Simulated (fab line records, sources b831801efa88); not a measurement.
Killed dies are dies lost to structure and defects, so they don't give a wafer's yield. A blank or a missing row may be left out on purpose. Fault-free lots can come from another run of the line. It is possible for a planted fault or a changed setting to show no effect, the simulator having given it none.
fab line records	flow sfqLine
[record] lots = 6	wafers = 18	lastDay = 89
route steps=325 shown C5@240 M6@251 I6@266 M7@281 M8@325
lots that met no fault: taken from a fault-free run of the same line
startH: the number of hours between the record's first day and the start of the first shown wafer of the lot	waitH: hours elapsed since this lot's preceding step	" the same as in the row above	L1.1+2: several wafers, shown together as one row	- either no value or no given start	* or withheld: withheld	< > ~ a bound
route shown NAME@n: a module of which the file shows steps, and the number in the route of the first	usual: mean/standard deviation taken from wafers without a fault	same: alike in all rows	chamber/n: place in a boat	sites: the reading at each site	_std_site: standard deviation of those values	_edge_site: the outer-site mean with the inner-site mean subtracted	radiusMm: for every site, how far away it sits from the centre of the wafer	mask NAME#n: copy n	behind: the last tool/chamber to shape the wafer	hold: what put the lot on hold/how long, in hours/how the hold closed	device: transistor that didn't switch, given as n, p or np	end of line: the tests these same wafers got at the end of their route	where a step has no rows: the recipe by itself	killed: dies lost to structure and defects at the first sort, not the wafer's yield	map: a wafer's dies, marking killed ones x, the rest . and places with no die _
set.NAME: the setting as run; set.NAME@STEP: as run at that earlier step	model.NAME: the simulator's own value behind a step, which no gauge read
a table for each step, a row for each wafer; lots at some steps of the route
services: the hour from which a tool's chamber was out of use, counted from the record's first day as startH (under 0 if before that day), plus the number of hours and why
[[steps]]
[step SFQ_TRILAYER_C5_LITHO_COAT_156]
[recipe] resist = BARC	spinRpm = 3000	resistThkNm = 62
[step SFQ_TRILAYER_C5_LITHO_COAT_151]
[recipe] resist = KrF	spinRpm = 3000	resistThkNm = 650
[step SFQ_TRILAYER_C5_LITHO_SOFTBAKE_155]
[recipe] tempC = withheld	timeS = withheld	resist = KrF
[step SFQ_TRILAYER_C5_LITHO_EXPOSE_152]
[recipe] maskId = C5	na = 0.6	sourceShape = conventional	sigmaOuter = 0.65	targetCdNm = 500	doseMj = 21.3
[step SFQ_TRILAYER_C5_LITHO_PEB_154]
[recipe] pebTempC = 115	pebTimeS = 60	resist = KrF
[step SFQ_TRILAYER_C5_LITHO_DEVELOP_153]
[recipe] timeS = 60	resist = KrF
[step SFQ_C5_OVL_MEAS_937]
[usual] C5_OVL = 4/4.9
lot.wafer	tool	chamber	startH	waitH	C5_OVL[nm]
L265.2	overlay-02	-	1672.24	0.1	16
L265.3	"	-	"	"	19
L265.4	"	-	"	"	11
L268.2	overlay-02	-	1680.64	0.1	10
L268.3	"	-	"	"	8
L268.4	"	-	"	"	13
L270.1	overlay-02	-	1685.43	0.1	0
L270.4	"	-	"	"	-1
L270.5	"	-	"	"	1
L272.2	overlay-02	-	1690.24	0.1	6
L272.3	"	-	"	"	4
L272.6	"	-	"	"	4
L278.1	overlay-02	-	1719.71	0.1	1
L278.2	"	-	"	"	5
L278.3	"	-	"	"	1
L281.2	overlay-02	-	1736.90	0.1	-2
L281.3	"	-	"	"	-9
L281.6	"	-	"	"	-6
[step SFQ_TRILAYER_C5_BARC_OPEN_VIA_ETCH_210]
[recipe] maskMaterial = PR	chemistry = O2	targetDepthNm = 125	target = BARC	sourceW = 500	biasW = 80	pressureMtorr = 30	timeS = 41.7
[step SFQ_TRILAYER_C5_ETCH_VIA_ETCH_154]
[recipe] target = SiO2	maskMaterial = PR	chemistry = CHF3	targetDepthNm = 84	sourceW = 500	biasW = 80	pressureMtorr = 30	timeS = withheld	stopOn = Nb
[step SFQ_TRILAYER_C5_STRIP_STRIP_155]
[recipe] gas = O2	powerW = 200	platenTempC = 40	overashFraction = 0.65	chemistry = O2	pressureMtorr = 50
[step SFQ_TRILAYER_C5_STRIP_SOLV_CLEAN_156]
[recipe] chemistry = NMP	tempC = 70	timeS = 600
[step SFQ_TRILAYER_M6_DEP_PRE_CLEAN_158]
[recipe] gas = Ar	timeS = 22.5	biasV = 250
[step SFQ_TRILAYER_M6_DEP_SPUTTER_157]
[recipe] material = Nb	basePressurePa = 1.33e-06	chamberPressurePa = 0.1333	substrateTempC = 20	targetThkNm = 200	powerW = 2000	timeS = 133.3
[usual] throttleValvePct = 30.4/0.98
lot.wafer	tool	chamber	startH	waitH	throttleValvePct	model.Nb_of_TRILAYER_M6_DEP_SPUTTER_157.thkNm
L265.2	pvdSputter-03	-	1673.16	0.0	29.0	203.1
L265.3	"	-	"	"	29.7	198.2
L265.4	"	-	"	"	28.7	200.6
L268.2	pvdSputter-06	-	1681.56	0.0	31.5	199.5
L268.3	"	-	"	"	30.4	198.6
L268.4	"	-	"	"	28.9	198.1
L270.1	pvdSputter-06	-	1686.36	0.0	30.2	187.4
L270.4	"	-	"	"	29.1	185.5
L270.5	"	-	"	"	29.3	195.3
L272.2	pvdSputter-06	-	1691.16	0.0	29.4	195.5
L272.3	"	-	"	"	31.8	189.5
L272.6	"	-	"	"	29.2	196.2
L278.1	pvdSputter-05	-	1720.67	0.0	31.2	197.7
L278.2	"	-	"	"	29.9	199.4
L278.3	"	-	"	"	30.4	199.3
L281.2	pvdSputter-03	-	1737.83	0.0	29.6	197.5
L281.3	"	-	"	"	31.0	196.2
L281.6	"	-	"	"	31.0	196.1
[step SFQ_M6_RS_MEAS_938]
[recipe] thkMeasGauge = four-point-probe	reads = Nb_of_TRILAYER_M6_DEP_SPUTTER_157
[usual] M6_NB_RS = 0.894/0.01
lot.wafer	tool	chamber	startH	waitH	M6_NB_RS[ohm/sq]
L265.2	filmMetro-02	-	1673.27	0.1	0.873
L265.3	"	-	"	"	0.894
L265.4	"	-	"	"	0.886
L268.2	filmMetro-03	-	1681.67	0.1	0.894
L268.3	"	-	"	"	0.898
L268.4	"	-	"	"	0.900
L270.1	filmMetro-03	-	1686.45	0.0	0.952
L270.4	"	-	"	"	0.960
L270.5	"	-	"	"	0.915
L272.2	filmMetro-02	-	1691.27	0.1	0.906
L272.3	"	-	"	"	0.940
L272.6	"	-	"	"	0.903
L278.1	filmMetro-03	-	1720.77	0.0	0.901
L278.2	"	-	"	"	0.893
L278.3	"	-	"	"	0.896
L281.2	filmMetro-01	-	1737.95	0.1	0.902
L281.3	"	-	"	"	0.909
L281.6	"	-	"	"	0.908
[step SFQ_TRILAYER_M6_LITHO_COAT_164]
[recipe] resist = BARC	spinRpm = 3000	resistThkNm = 62
[step SFQ_TRILAYER_M6_LITHO_COAT_159]
[recipe] resist = KrF	spinRpm = 3000	resistThkNm = 600
[step SFQ_TRILAYER_M6_LITHO_SOFTBAKE_163]
[recipe] tempC = withheld	timeS = withheld	resist = KrF
[step SFQ_TRILAYER_M6_LITHO_EXPOSE_160]
[recipe] maskId = M6	na = 0.6	sourceShape = conventional	sigmaOuter = 0.65	targetCdNm = 500	doseMj = 14.4
[step SFQ_TRILAYER_M6_LITHO_PEB_162]
[recipe] pebTempC = 115	pebTimeS = 60	resist = KrF
[step SFQ_TRILAYER_M6_LITHO_DEVELOP_161]
[recipe] timeS = 60	resist = KrF
[step SFQ_M6_OVL_MEAS_940]
[usual] M6_OVL = -4/5.1
lot.wafer	tool	chamber	startH	waitH	M6_OVL[nm]
L265.2	overlay-01	-	1679.16	0.1	-3
L265.3	"	-	"	"	-10
L265.4	"	-	"	"	0
L268.2	overlay-01	-	1688.95	0.1	-5
L268.3	"	-	"	"	-11
L268.4	"	-	"	"	-12
L270.1	overlay-01	-	1693.75	0.1	-6
L270.4	"	-	"	"	-9
L270.5	"	-	"	"	7
L272.2	overlay-01	-	1699.75	0.1	-6
L272.3	"	-	"	"	-3
L272.6	"	-	"	"	-4
L278.1	overlay-02	-	1817.29	0.1	-8
L278.2	"	-	"	"	-6
L278.3	"	-	"	"	-3
L281.2	overlay-02	-	1830.50	0.1	-7
L281.3	"	-	"	"	-4
L281.6	"	-	"	"	-5
[step SFQ_TRILAYER_M6_BARC_OPEN_METAL_ETCH_206]
[recipe] maskMaterial = PR	chemistry = O2	targetDepthNm = 125	target = BARC	icpW = 600	biasW = 80	pressureMtorr = 10	timeS = 41.7
[step SFQ_TRILAYER_M6_ETCH_METAL_ETCH_162]
[recipe] target = Nb	stopOn = SiO2	maskMaterial = PR	chemistry = Cl2/Ar	targetDepthNm = 240	icpW = 600	biasW = 80	pressureMtorr = 10	timeS = 120
[usual] drypumpMotorCurrentA = 5.7/0.56	oesProductAu = 0.891/0.007
lot.wafer	tool	chamber	startH	waitH	drypumpMotorCurrentA	oesProductAu	rfHoursCounterH
L265.2	rieMetal-04	0	1679.25	0.0	5.7	0.903	15
L265.3	"	1	"	"	5.9	0.893	-
L265.4	"	0	"	"	5.7	0.894	-
L268.2	rieMetal-04	0	1689.04	0.0	5.7	0.897	17
L268.3	"	0	"	"	5.7	0.888	-
L268.4	"	1	"	"	5.8	0.883	-
L270.1	rieMetal-01	1	1693.84	0.0	6.6	0.867	20
L270.4	"	0	"	"	5.1	0.855	-
L270.5	"	0	"	"	5.1	0.886	-
L272.2	rieMetal-01	1	1699.84	0.0	6.6	0.883	22
L272.3	"	0	"	"	5.1	0.870	-
L272.6	"	1	"	"	6.6	0.889	-
L278.1	rieMetal-04	0	1817.39	0.0	5.7	0.894	36
L278.2	"	1	"	"	5.9	0.895	85
L278.3	"	0	"	"	5.7	0.886	-
L281.2	rieMetal-03	1	1830.59	0.0	5.3	0.893	46
L281.3	"	0	"	"	5.1	0.879	-
L281.6	"	0	"	"	5.1	0.881	-
[step SFQ_TRILAYER_M6_STRIP_STRIP_163]
[recipe] gas = O2	powerW = 200	platenTempC = 40	overashFraction = 0.65	chemistry = O2	pressureMtorr = 50
[step SFQ_TRILAYER_M6_STRIP_SOLV_CLEAN_164]
[recipe] chemistry = NMP	tempC = 70	timeS = 600
[step SFQ_TRILAYER_I6_DEP_PECVD_165]
[recipe] material = SiO2	tempC = 150	timeS = 111.11	pressureTorr = 2.4	rfW = 183.3	precursor = SiH4/N2O	targetThkNm = 500
[usual] heaterPowerW = 91/12	throttleValvePct = 24.5/1.5
lot.wafer	tool	chamber	startH	waitH	heaterPowerW	throttleValvePct
L265.2	pecvd-04	0	1680.17	0.0	78	24.3
L265.3	"	1	"	"	93	22.7
L265.4	"	1	"	"	74	22.8
L268.2	pecvd-02	0	1689.94	0.0	114	23.4
L268.3	"	2	"	"	87	24.5
L268.4	"	1	"	"	95	27.5
L270.1	pecvd-04	1	1694.76	0.0	87	22.7
L270.4	"	2	"	"	85	23.8
L270.5	"	1	"	"	73	22.9
L272.2	pecvd-03	2	1700.74	0.0	74	22.4
L272.3	"	1	"	"	98	24.1
L272.6	"	2	"	"	79	22.6
L278.1	pecvd-03	1	1818.29	0.0	96	24.0
L278.2	"	0	"	"	95	23.6
L278.3	"	2	"	"	87	23.2
L281.2	pecvd-02	0	1831.49	0.0	104	23.3
L281.3	"	2	"	"	84	24.4
L281.6	"	2	"	"	87	24.3
[step SFQ_TRILAYER_I6_CMP_CMP_166]
[recipe] material = SiO2	downForcePsi = 3	platenRpm = 60	padVelocityMS = 0.94248
[usual] motorCurrentA = 10.4/1.2	timeToEndpointS = 219/8
lot.wafer	tool	chamber	startH	waitH	motorCurrentA	timeToEndpointS
L265.2	cmp-01	3	1680.75	0.5	10.5	223
L265.4	"	0	"	"	8.9	238
L265.3	"	1	"	"	9.9	224
L268.3	cmp-02	3	1690.02	0.0	12.1	209
L268.4	"	0	"	"	10.6	214
L268.2	"	1	"	"	13.2	204
L270.4	cmp-01	3	1695.84	1.0	10.6	235
L270.1	"	0	"	"	9.2	238
L270.5	"	2	1697.34	2.5	9.9	231
L272.2	cmp-01	1	1700.84	0.1	9.7	217
L272.3	"	3	1701.84	1.1	10.4	225
L272.6	"	2	1703.34	2.5	10.3	221
L278.2	cmp-02	2	1818.36	0.0	9.6	219
L278.3	"	0	1819.36	1.0	10.0	234
L278.1	"	1	"	"	13.2	219
L281.2	cmp-02	2	1836.21	4.7	9.4	211
L281.3	"	0	1837.21	5.7	10.8	213
L281.6	"	2	1838.21	6.6	9.7	208
[step SFQ_I6_BOW_MEAS_941]
[recipe] mode = bow
[usual] I6_BOW = 5/12
lot.wafer	tool	chamber	startH	waitH	I6_BOW[um]
L265.2	filmMetro-01	-	1683.27	2.0	3
L265.3	"	-	"	"	3
L265.4	"	-	"	"	4
L268.2	filmMetro-01	-	1693.04	1.5	-16
L268.3	"	-	"	"	-14
L268.4	"	-	"	"	-16
L270.1	filmMetro-02	-	1697.84	1.0	1
L270.4	"	-	"	"	-3
L270.5	"	-	"	"	-5
L272.2	filmMetro-02	-	1703.86	2.5	25
L272.3	"	-	"	"	18
L272.6	"	-	"	"	26
L278.1	filmMetro-04	-	1821.36	1.0	1
L278.2	"	-	"	"	7
L278.3	"	-	"	"	1
L281.2	filmMetro-02	-	1838.73	2.0	-1
L281.3	"	-	"	"	13
L281.6	"	-	"	"	14
[step SFQ_TRILAYER_I6_METRO_MEASURE_167]
[usual] thkNm = 200.5/1.3
lot.wafer	tool	chamber	startH	waitH	thkNm
L265.2	filmMetro-01	-	1683.57	0.3	202.3
L265.3	"	-	"	"	200.2
L265.4	"	-	"	"	203.9
L268.2	filmMetro-01	-	1693.34	0.3	200.7
L268.3	"	-	"	"	201.7
L268.4	"	-	"	"	202.5
L270.1	filmMetro-02	-	1697.96	0.1	202.7
L270.4	"	-	"	"	202.9
L270.5	"	-	"	"	201.0
L272.2	filmMetro-02	-	1704.16	0.3	201.4
L272.3	"	-	"	"	201.8
L272.6	"	-	"	"	201.1
L278.1	filmMetro-04	-	1821.48	0.1	201.4
L278.2	"	-	"	"	200.8
L278.3	"	-	"	"	203.8
L281.2	filmMetro-02	-	1839.03	0.3	198.5
L281.3	"	-	"	"	200.8
L281.6	"	-	"	"	198.2
[step SFQ_TRILAYER_I6_VIA_LITHO_COAT_174]
[recipe] resist = BARC	spinRpm = 3000	resistThkNm = 62
[step SFQ_TRILAYER_I6_VIA_LITHO_COAT_169]
[recipe] resist = KrF	spinRpm = 3000	resistThkNm = 650
[step SFQ_TRILAYER_I6_VIA_LITHO_SOFTBAKE_173]
[recipe] tempC = withheld	timeS = withheld	resist = KrF
[step SFQ_TRILAYER_I6_VIA_LITHO_EXPOSE_170]
[recipe] maskId = I6	na = 0.6	sourceShape = conventional	sigmaOuter = 0.65	targetCdNm = 700	doseMj = 21.3
[step SFQ_TRILAYER_I6_VIA_LITHO_PEB_172]
[recipe] pebTempC = 115	pebTimeS = 60	resist = KrF
[step SFQ_TRILAYER_I6_VIA_LITHO_DEVELOP_171]
[recipe] timeS = 60	resist = KrF
[step SFQ_I6_OVL_MEAS_942]
[usual] I6_OVL = -3/6.5
lot.wafer	tool	chamber	startH	waitH	I6_OVL[nm]
L265.2	overlay-02	-	1777.70	0.1	0
L265.3	"	-	"	"	5
L265.4	"	-	"	"	-1
L268.2	overlay-02	-	1787.30	0.1	6
L268.3	"	-	"	"	-1
L268.4	"	-	"	"	-1
L270.1	overlay-01	-	1791.27	0.1	-4
L270.4	"	-	"	"	-4
L270.5	"	-	"	"	-11
L272.2	overlay-02	-	1793.67	0.1	-4
L272.3	"	-	"	"	-10
L272.6	"	-	"	"	-9
L278.1	overlay-01	-	1898.87	0.1	-9
L278.2	"	-	"	"	1
L278.3	"	-	"	"	-7
L281.2	overlay-02	-	1912.07	0.1	-7
L281.3	"	-	"	"	-6
L281.6	"	-	"	"	-6
[step SFQ_TRILAYER_I6_VIA_BARC_OPEN_VIA_ETCH_235]
[recipe] maskMaterial = PR	chemistry = O2	targetDepthNm = 125	target = BARC	sourceW = 500	biasW = 80	pressureMtorr = 30	timeS = 41.7
[step SFQ_TRILAYER_I6_VIA_ETCH_VIA_ETCH_172]
[recipe] target = SiO2	stopOn = Nb	maskMaterial = PR	taperDeg = 20	chemistry = CHF3	targetDepthNm = 260	sourceW = 500	biasW = 80	pressureMtorr = 30	timeS = withheld
[usual] drypumpMotorCurrentA = 5.7/0.38	oesProductAu = 0.856/0.0061
lot.wafer	tool	chamber	startH	waitH	drypumpMotorCurrentA	oesProductAu
L265.2	rieDiel-04	3	1777.77	0.0	6.2	0.861
L265.3	"	2	"	"	5.9	0.851
L265.4	"	1	"	"	5.8	0.868
L268.2	rieDiel-03	0	1787.37	0.0	5.3	0.860
L268.3	"	1	"	"	5.7	0.846
L268.4	"	2	"	"	6.2	0.861
L270.1	rieDiel-03	0	1791.34	0.0	5.3	0.853
L270.4	"	3	"	"	5.3	0.861
L270.5	"	0	"	"	5.3	0.853
L272.2	rieDiel-02	0	1793.74	0.0	5.6	0.859
L272.3	"	2	"	"	5.8	0.859
L272.6	"	2	"	"	5.8	0.859
L278.1	rieDiel-02	0	1898.94	0.0	5.5	0.855
L278.2	"	3	"	"	5.8	0.858
L278.3	"	1	"	"	4.9	0.864
L281.2	rieDiel-04	1	1912.14	0.0	5.8	0.850
L281.3	"	2	"	"	6.0	0.855
L281.6	"	1	"	"	5.7	0.849
[step SFQ_TRILAYER_I6_VIA_STRIP_STRIP_173]
[recipe] gas = O2	powerW = 200	platenTempC = 40	overashFraction = 0.65	chemistry = O2	pressureMtorr = 50
[usual] drypumpMotorCurrentA = 5.4/0.33	oesProductAu = 1.001/0.011
lot.wafer	tool	chamber	startH	waitH	drypumpMotorCurrentA	oesProductAu	rfHoursCounterH
L265.2	rieMetal-04	1	1777.88	-	5.9	1.006	78
L265.3	"	0	"	"	5.7	1.007	-
L265.4	"	1	"	"	5.9	1.011	-
L268.2	rieMetal-04	0	1787.48	-	5.7	1.019	31
L268.3	"	1	"	"	5.9	1.023	-
L268.4	"	0	"	"	5.7	1.006	-
L270.1	rieMetal-03	0	1791.45	-	5.1	1.014	57
L270.4	"	0	"	"	5.1	1.019	-
L270.5	"	0	"	"	5.1	1.002	-
L272.2	rieMetal-03	1	1793.85	-	5.2	0.993	39
L272.3	"	0	"	"	5.1	1.006	-
L272.6	"	1	"	"	5.2	0.990	-
L278.1	rieMetal-03	0	1899.05	-	5.1	1.002	75
L278.2	"	1	"	"	5.3	0.977	57
L278.3	"	1	"	"	5.3	0.979	-
L281.2	rieMetal-03	1	1912.25	-	5.3	0.979	59
L281.3	"	1	"	"	5.3	0.990	-
L281.6	"	1	"	"	5.3	0.990	-
[step SFQ_TRILAYER_I6_VIA_STRIP_SOLV_CLEAN_174]
[recipe] chemistry = NMP	tempC = 70	timeS = 600
[step SFQ_TRILAYER_M7_DEP_PRE_CLEAN_176]
[recipe] gas = Ar	timeS = 22.5	biasV = 250
[step SFQ_M8_BOW_MEAS_951]
[recipe] mode = bow
[usual] M8_BOW = 6/12
lot.wafer	tool	chamber	startH	waitH	M8_BOW[um]	model.etest.m6.ohmUm	model.etest.i5.linkOhm	model.etest.i6.linkOhm	model.etest.m6.ohmSq
L265.2	filmMetro-03	-	1818.61	0.0	7	1.747	2.263	1.867	0.8762
L265.3	"	-	"	"	7	1.781	2.298	1.886	0.8978
L265.4	"	-	"	"	9	1.768	2.273	1.873	0.887
L268.2	filmMetro-02	-	1843.13	0.0	-10	1.779	2.303	1.901	0.892
L268.3	"	-	"	"	-8	1.786	2.305	1.884	0.8957
L268.4	"	-	"	"	-8	1.784	2.304	1.886	0.898
L270.1	filmMetro-03	-	1845.51	0.0	4	1.91	2.361	1.921	0.9496
L270.4	"	-	"	"	3	1.924	2.356	1.933	0.959
L270.5	"	-	"	"	0	1.829	2.304	1.884	0.9111
L272.2	filmMetro-03	-	1903.29	0.0	27	1.825	2.312	1.919	0.91
L272.3	"	-	"	"	21	1.889	2.344	1.94	0.939
L272.6	"	-	"	"	30	1.817	2.314	1.911	0.9068
L278.1	filmMetro-02	-	2079.08	0.0	2	1.79	2.275	1.883	0.9
L278.2	"	-	"	"	7	1.772	2.266	1.875	0.8923
L278.3	"	-	"	"	2	1.783	2.275	1.88	0.8928
L281.2	filmMetro-02	-	2142.15	0.0	1	1.808	2.278	1.877	0.9011
L281.3	"	-	"	"	14	1.81	2.291	1.881	0.9067
L281.6	"	-	"	"	16	1.813	2.307	1.887	0.9074
[[services]]
tool	chamber	startH	hours	kind
cmp-01	-	1649.41	1.5	repair
cmp-02	-	1651.03	2.2	repair
cmp-02	-	1653.20	10.3	pm
cmp-01	-	1658.43	2.6	repair
rieDiel-02	1	1658.90	7.3	repair
rieDiel-02	2	1661.22	7.3	repair
filmMetro-02	-	1685.68	1.5	pm
rieMetal-04	-	1698.29	0.4	repair
cmp-02	-	1701.32	1.0	repair
rieMetal-04	0	1708.97	1.4	repair
cmp-02	-	1749.84	0.5	repair
cmp-01	-	1764.83	0.8	repair
cmp-01	-	1776.29	4.0	pm
filmMetro-02	-	1787.16	0.7	pm
rieMetal-04	0	1796.63	2.1	repair
filmMetro-02	-	1805.70	0.8	pm
rieMetal-03	-	1809.94	2.5	repair
cmp-02	-	1809.98	3.6	repair
cmp-01	-	1818.12	15.7	pm
filmMetro-02	-	1834.25	0.6	pm
filmMetro-02	-	1867.80	0.7	pm
filmMetro-02	-	1874.17	6.0	repair
cmp-02	-	1886.16	1.6	repair
cmp-02	-	1912.47	1.6	repair
[[key]]
[firstSign] step = SFQ_M6_RS_MEAS_938	reading = M6_NB_RS	direction = up	sigmas = 5.6	usual = 0.894	struck = 0.951
[effect] step = SFQ_TRILAYER_M6_ETCH_METAL_ETCH_162	reading = oesProductAu	direction = down	sigmas = 4	usual = 0.891	struck = 0.864
[modelEffect] step = SFQ_TRILAYER_M6_DEP_SPUTTER_157	value = Nb_of_TRILAYER_M6_DEP_SPUTTER_157.thkNm	without = 198.1	struck = 187.5
[modelEffect] step = SFQ_M8_BOW_MEAS_951	value = etest.m6.ohmUm	without = 1.805	struck = 1.907
metAt SFQ_TRILAYER_M6_DEP_SPUTTER_157
struckWafers L270.1,L270.4,L272.3
onsetBetween 1681.56 1686.36
[fault] kind = processParameterDrift	tool = pvdSputter-06	chamber = -	onsetH = 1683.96	steps = SFQ_TRILAYER_M6_DEP_SPUTTER_157	channel = targetThkNm	offset = -10.65	shape = step	endH = 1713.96	scope = struckWafersOnly	actsIn = theseRecipesOnly	stated = 200
